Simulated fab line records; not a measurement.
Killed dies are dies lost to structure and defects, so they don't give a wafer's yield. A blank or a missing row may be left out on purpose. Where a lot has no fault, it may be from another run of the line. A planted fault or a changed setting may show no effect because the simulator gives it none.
Which tool was responsible?	flow sfq_line	Sampling: 14 lots, 42 wafers, 6 of 325 route steps

WHAT THE GAUGES READ, wafer by wafer
Not one reading of a measure or inspect step in the record can be checked against a usual standard deviation.

EACH LOT AND THE TOOL THAT RAN IT (in order: tool; ch and the chambers of the sampled wafers; start)
lot	SFQ_TRILAYER_R5_ETCH_METAL_ETCH_139	SFQ_TRILAYER_I5_STRIP_STRIP_148	SFQ_TRILAYER_C5_ETCH_VIA_ETCH_154	SFQ_TRILAYER_M6_BARC_OPEN_METAL_ETCH_206	SFQ_TRILAYER_M6_ETCH_METAL_ETCH_162	SFQ_TRILAYER_I6_VIA_LITHO_EXPOSE_170
L222	rie_metal-03 ch 0,1, day 66 15:56	rie_metal-01 ch 0,1, day 70 15:25	rie_diel-02 ch 1,2,3, day 70 18:31	rie_metal-04 ch 0,1, day 75 15:54	rie_metal-04 ch 0,1, day 75 15:58	krf_scanner-01 ch 0, day 75 22:00
L223	rie_metal-03 ch 0,1, day 67 08:44	rie_metal-03 ch 0,1, day 71 11:28	rie_diel-01 ch 0,2,3, day 71 22:54	rie_metal-01 ch 0,1, day 76 21:55	rie_metal-01 ch 0,1, day 76 21:59	krf_scanner-01 ch 0, day 77 08:51
L226	rie_metal-03 ch 0,1, day 68 00:53	rie_metal-01 ch 0,1, day 71 23:36	rie_diel-03 ch 0,3, day 72 03:42	rie_metal-02 ch 0, day 77 05:07	rie_metal-02 ch 0, day 77 05:10	krf_scanner-01 ch 0, day 77 16:58
L227	rie_metal-01 ch 0,1, day 69 03:13	rie_metal-01 ch 0,1, day 73 18:14	rie_diel-01 ch 0,1,3, day 73 21:28	rie_metal-04 ch 0,1, day 78 19:34	rie_metal-04 ch 0,1, day 78 19:37	krf_scanner-02 ch 0, day 79 02:09
L231	rie_metal-01 ch 0,1, day 70 02:52	rie_metal-02 ch 0,1, day 74 23:22	rie_diel-02 ch 0,2,3, day 77 08:47	rie_metal-02 ch 0,1, day 81 18:38	rie_metal-02 ch 0,1, day 81 18:43	krf_scanner-02 ch 0, day 86 14:01
L232	rie_metal-03 ch 0,1, day 70 04:02	rie_metal-01 ch 0,1, day 75 01:34	rie_diel-03 ch 1,2,3, day 79 14:48	rie_metal-04 ch 0,1, day 84 09:22	rie_metal-04 ch 0,1, day 84 09:25	krf_scanner-02 ch 0, day 87 23:25
L233	rie_metal-04 ch 0,1, day 70 06:32	rie_metal-02 ch 0,1, day 75 04:10	rie_diel-03 ch 1,3, day 79 19:36	rie_metal-01 ch 0,1, day 84 15:23	rie_metal-01 ch 0,1, day 84 15:28	krf_scanner-02 ch 0, day 88 05:37
L234	rie_metal-03 ch 0,1, day 70 11:10	rie_metal-03 ch 0,1, day 75 06:22	rie_diel-02 ch 1,3, day 79 20:55	rie_metal-04 ch 0,1, day 84 16:34	rie_metal-04 ch 0,1, day 84 16:37	krf_scanner-02 ch 0, day 88 06:25
L235	rie_metal-03 ch 0,1, day 70 17:10	rie_metal-02 ch 0,1, day 75 14:53	rie_diel-01 ch 1,3, day 80 04:07	rie_metal-01 ch 0,1, day 84 23:26	rie_metal-01 ch 0,1, day 84 23:29	krf_scanner-02 ch 0, day 88 14:49
L238	rie_metal-03 ch 0,1, day 76 05:10	rie_metal-03 ch 0,1, day 77 02:53	rie_diel-03 ch 0,2,3, day 81 10:15	rie_metal-01 ch 0,1, day 86 06:45	rie_metal-01 ch 0,1, day 86 06:49	krf_scanner-01, day 89 17:59
L239	rie_metal-01 ch 0,1, day 76 09:58	rie_metal-01 ch 0,1, day 77 04:05	rie_diel-02 ch 1,3, day 81 11:27	rie_metal-02 ch 0,1, day 86 09:09	rie_metal-02 ch 0,1, day 86 09:13	krf_scanner-01, day 89 19:11
L240	rie_metal-04 ch 0,1, day 76 14:47	rie_metal-03 ch 0,1, day 77 05:29	rie_diel-01 ch 1,2,3, day 81 13:51	rie_metal-01 ch 0,1, day 86 10:22	rie_metal-01 ch 0,1, day 86 10:27	krf_scanner-01 ch 0, day 89 20:47
L244	rie_metal-04 ch 0,1, day 77 07:34	rie_metal-03 ch 1, day 78 08:21	rie_diel-01 ch 1,3, day 82 19:55	rie_metal-04 ch 0,1, day 87 10:33	rie_metal-04 ch 0,1, day 87 10:37	krf_scanner-02 ch 0, day 90 12:16
L245	rie_metal-04 ch 0, day 78 10:01	rie_metal-02 ch 0,1, day 78 13:21	rie_diel-02 ch 0,3, day 82 23:49	rie_metal-02 ch 0,1, day 87 11:45	rie_metal-02 ch 0,1, day 87 11:49	krf_scanner-02 ch 0, day 90 17:04
- SFQ_TRILAYER_R5_ETCH_METAL_ETCH_139: etches the open film in Cl2, stops on SiO2, target depth 60 nm, time 40 s.
- SFQ_TRILAYER_I5_STRIP_STRIP_148: strips in O2.
- SFQ_TRILAYER_C5_ETCH_VIA_ETCH_154: etches SiO2 in CHF3, stops on Nb, target depth 84 nm.
- SFQ_TRILAYER_M6_BARC_OPEN_METAL_ETCH_206: etches BARC in O2, target depth 125 nm, time 41.7 s.
- SFQ_TRILAYER_M6_ETCH_METAL_ETCH_162: etches Nb in Cl2/Ar, stops on SiO2, target depth 240 nm, time 120 s.
- SFQ_TRILAYER_I6_VIA_LITHO_EXPOSE_170: exposes mask I6, target cd 700 nm.

WHAT THE TOOLS THEMSELVES READ (means of the sampled wafers that have a number; where no wafer has one, the mark that the record gives instead)
SFQ_TRILAYER_R5_ETCH_METAL_ETCH_139. Usual: bias_w 79.97 W, standard deviation 0.25; chamber_pressure_mTorr 10.001 mTorr, standard deviation 0.0094; drypump_motor_current_A 5.8 A, standard deviation 0.43; he_backside_leak_sccm 3.5 sccm, standard deviation 0.35; oes_product_au 0.987 a.u., standard deviation 0.0077; rf_fwd_power_W 593 W, standard deviation 3.1.
lot	tool	bias_w (W)	chamber_pressure_mTorr (mTorr)	drypump_motor_current_A (A)	he_backside_leak_sccm (sccm)	oes_product_au (a.u.)	rf_fwd_power_W (W)	flag
L222	rie_metal-03	79.99	10.008	5.5	3.5	0.974	590	
L223	rie_metal-03	79.83	10.007	5.5	3.4	0.984	590	
L226	rie_metal-03	79.97	10.005	5.5	3.9	0.981	590	
L227	rie_metal-01	79.61	9.997	5.8	3.4	0.990	594	
L231	rie_metal-01	79.88	10.004	5.7	4.4	0.993	595	
L232	rie_metal-03	79.92	10.001	5.5	3.4	0.982	591	
L233	rie_metal-04	80.04	10.009	6.5	3.6	0.998	593	
L234	rie_metal-03	80.15	9.988	5.5	3.4	0.988	591	
L235	rie_metal-03	79.89	10.000	5.5	3.4	0.980	591	
L238	rie_metal-03	80.03	9.996	5.5	3.6	0.983	591	
L239	rie_metal-01	80.03	10.010	5.6	3.3	0.984	593	
L240	rie_metal-04	79.70	10.003	6.3	3.6	0.996	595	
L244	rie_metal-04	80.14	10.001	6.5	3.5	0.990	593	
L245	rie_metal-04	79.78	10.004	6.7	3.7	0.995	592	

SFQ_TRILAYER_I5_STRIP_STRIP_148. Usual: drypump_motor_current_A 5.7 A, standard deviation 0.35; he_backside_leak_sccm 3.51 sccm, standard deviation 0.2; oes_product_au 0.995 a.u., standard deviation 0.0099.
lot	tool	drypump_motor_current_A (A)	he_backside_leak_sccm (sccm)	oes_product_au (a.u.)	flag
L222	rie_metal-01	5.7	3.38	1.006	
L223	rie_metal-03	5.5	3.54	0.995	
L226	rie_metal-01	5.6	3.54	1.005	
L227	rie_metal-01	5.7	3.41	0.988	
L231	rie_metal-02	6.1	3.39	1.000	
L232	rie_metal-01	5.6	3.32	0.998	
L233	rie_metal-02	6.1	3.49	1.002	
L234	rie_metal-03	5.5	3.51	0.993	
L235	rie_metal-02	5.8	3.61	1.010	
L238	rie_metal-03	5.5	3.60	0.992	
L239	rie_metal-01	5.6	3.59	0.990	
L240	rie_metal-03	5.7	3.47	0.993	
L244	rie_metal-03	5.3	3.33	0.985	
L245	rie_metal-02	5.9	3.51	0.999	

SFQ_TRILAYER_C5_ETCH_VIA_ETCH_154. Usual: bias_w 80.00 W, standard deviation 0.23; chamber_pressure_mTorr 30.00 mTorr, standard deviation 0.038; drypump_motor_current_A 5.8 A, standard deviation 0.52; oes_product_au 0.894 a.u., standard deviation 0.0077; rf_fwd_power_W 495.0 W, standard deviation 2.1.
lot	tool	bias_w (W)	chamber_pressure_mTorr (mTorr)	drypump_motor_current_A (A)	oes_product_au (a.u.)	rf_fwd_power_W (W)	flag
L222	rie_diel-02	79.82	30.02	5.7	0.880	494.3	
L223	rie_diel-01	79.99	29.99	5.5	0.894	496.2	
L226	rie_diel-03	79.87	29.99	5.2	0.893	494.5	
L227	rie_diel-01	79.99	30.00	5.7	0.895	496.0	
L231	rie_diel-02	80.00	29.99	6.1	0.898	493.8	
L232	rie_diel-03	79.91	29.99	5.7	0.897	492.7	
L233	rie_diel-03	79.97	30.01	6.0	0.891	496.4	
L234	rie_diel-02	79.83	30.11	5.6	0.891	495.3	
L235	rie_diel-01	80.01	30.01	5.8	0.903	496.9	
L238	rie_diel-03	79.90	30.01	5.3	0.894	494.0	
L239	rie_diel-02	79.82	30.00	5.5	0.891	493.6	
L240	rie_diel-01	79.94	30.00	5.6	0.892	497.2	
L244	rie_diel-01	79.77	29.99	5.5	0.893	496.5	
L245	rie_diel-02	79.97	29.98	5.9	0.895	493.6	

SFQ_TRILAYER_M6_BARC_OPEN_METAL_ETCH_206. Usual: bias_w 80.03 W, standard deviation 0.23; chamber_pressure_mTorr 9.999 mTorr, standard deviation 0.0094; drypump_motor_current_A 6.0 A, standard deviation 0.42; he_backside_leak_sccm 3.53 sccm, standard deviation 0.18; oes_product_au 0.684 a.u., standard deviation 0.0044; rf_fwd_power_W 593.0 W, standard deviation 2.8.
lot	tool	bias_w (W)	chamber_pressure_mTorr (mTorr)	drypump_motor_current_A (A)	he_backside_leak_sccm (sccm)	oes_product_au (a.u.)	rf_fwd_power_W (W)	flag
L222	rie_metal-04	80.23	9.998	6.3	3.70	0.685	596.4	
L223	rie_metal-01	80.28	10.000	5.6	3.49	0.687	589.7	
L226	rie_metal-02	80.25	10.011	5.6	3.60	0.680	590.9	
L227	rie_metal-04	79.83	9.996	6.5	3.44	0.686	593.7	
L231	rie_metal-02	80.17	9.991	6.1	3.52	0.681	591.3	
L232	rie_metal-04	80.15	10.005	6.3	3.69	0.679	596.2	
L233	rie_metal-01	79.97	9.999	5.7	3.40	0.687	591.9	
L234	rie_metal-04	80.07	10.006	6.5	3.45	0.688	595.0	
L235	rie_metal-01	79.97	10.003	5.6	3.63	0.680	594.3	
L238	rie_metal-01	-	-	-	-	-	-	OFF
L239	rie_metal-02	-	-	-	-	-	-	OFF
L240	rie_metal-01	80.05	10.004	5.6	3.24	0.686	593.2	
L244	rie_metal-04	79.99	9.985	6.3	3.59	0.684	594.7	
L245	rie_metal-02	79.94	9.995	5.8	3.53	0.684	591.3	

SFQ_TRILAYER_M6_ETCH_METAL_ETCH_162. Usual: bias_w 79.98 W, standard deviation 0.22; chamber_pressure_mTorr 10.001 mTorr, standard deviation 0.009; drypump_motor_current_A 6.0 A, standard deviation 0.42; he_backside_leak_sccm 3.54 sccm, standard deviation 0.18; oes_product_au 0.894 a.u., standard deviation 0.0064; rf_fwd_power_W 596.8 W, standard deviation 2.1.
lot	tool	bias_w (W)	chamber_pressure_mTorr (mTorr)	drypump_motor_current_A (A)	he_backside_leak_sccm (sccm)	oes_product_au (a.u.)	rf_fwd_power_W (W)	flag
L222	rie_metal-04	79.76	10.001	6.3	3.65	0.887	598.5	
L223	rie_metal-01	80.24	9.999	5.6	3.25	0.885	595.6	
L226	rie_metal-02	79.90	9.998	5.6	3.54	0.894	594.5	
L227	rie_metal-04	80.10	9.996	6.4	3.55	0.897	597.0	
L231	rie_metal-02	79.92	9.996	6.1	3.47	0.889	596.0	
L232	rie_metal-04	79.92	9.996	6.3	3.90	0.894	598.4	
L233	rie_metal-01	80.21	9.985	5.7	3.37	0.895	598.1	
L234	rie_metal-04	79.87	10.008	6.5	3.54	0.890	597.3	
L235	rie_metal-01	80.05	9.994	5.6	3.59	0.900	597.9	
L238	rie_metal-01	79.94	10.001	5.7	3.37	0.376	596.5	OFF
L239	rie_metal-02	79.73	10.000	6.1	3.45	0.373	593.1	OFF
L240	rie_metal-01	80.11	9.999	5.6	3.50	0.906	595.8	
L244	rie_metal-04	79.87	10.009	6.3	3.59	0.890	599.8	
L245	rie_metal-02	79.99	10.002	5.9	3.53	0.900	597.0	

SFQ_TRILAYER_I6_VIA_LITHO_EXPOSE_170. Usual: exposure_dose_mJ_cm2 21.301, standard deviation 0.02; focus_offset_nm 0.0 nm, standard deviation 0.52.
lot	tool	exposure_dose_mJ_cm2	focus_offset_nm (nm)	flag
L222	krf_scanner-01	21.303	-0.1	
L223	krf_scanner-01	21.334	-0.4	
L226	krf_scanner-01	21.281	-0.1	
L227	krf_scanner-02	21.286	-0.6	
L231	krf_scanner-02	21.288	0.4	
L232	krf_scanner-02	21.305	0.9	
L233	krf_scanner-02	21.310	-0.2	
L234	krf_scanner-02	21.324	-0.4	
L235	krf_scanner-02	21.324	-0.4	
L238	krf_scanner-01	-	-	OFF
L239	krf_scanner-01	-	-	OFF
L240	krf_scanner-01	21.304	0.2	
L244	krf_scanner-02	21.298	-0.1	
L245	krf_scanner-02	21.296	-0.7	

THE ANSWER, worked out from the rows above alone
Rule: a lot is off if the mean of its wafers that have a number lies more than 3 standard deviations from the usual mean. Also off: a lot with no number at a reading for which 4 or more lots have one. Where the step has rows for the other lots, those lots are counted as sound. First the gauges in route order, then the tools' own readings, where a lot's mean is used as printed above. The first step at which some lot is off is used, and at that step the reading that is off furthest; a lot without a number counts as furthest.
Off: L238, L239 (SFQ_TRILAYER_M6_BARC_OPEN_METAL_ETCH_206, bias_w). Without a number there: L238, L239.
If a tool, at that step or one of the process steps before it, ran each lot that is off and ran no sound lot following the first of them, it fits. Not one of the candidates tried fits.

WHAT THE SIMULATOR PUT IN
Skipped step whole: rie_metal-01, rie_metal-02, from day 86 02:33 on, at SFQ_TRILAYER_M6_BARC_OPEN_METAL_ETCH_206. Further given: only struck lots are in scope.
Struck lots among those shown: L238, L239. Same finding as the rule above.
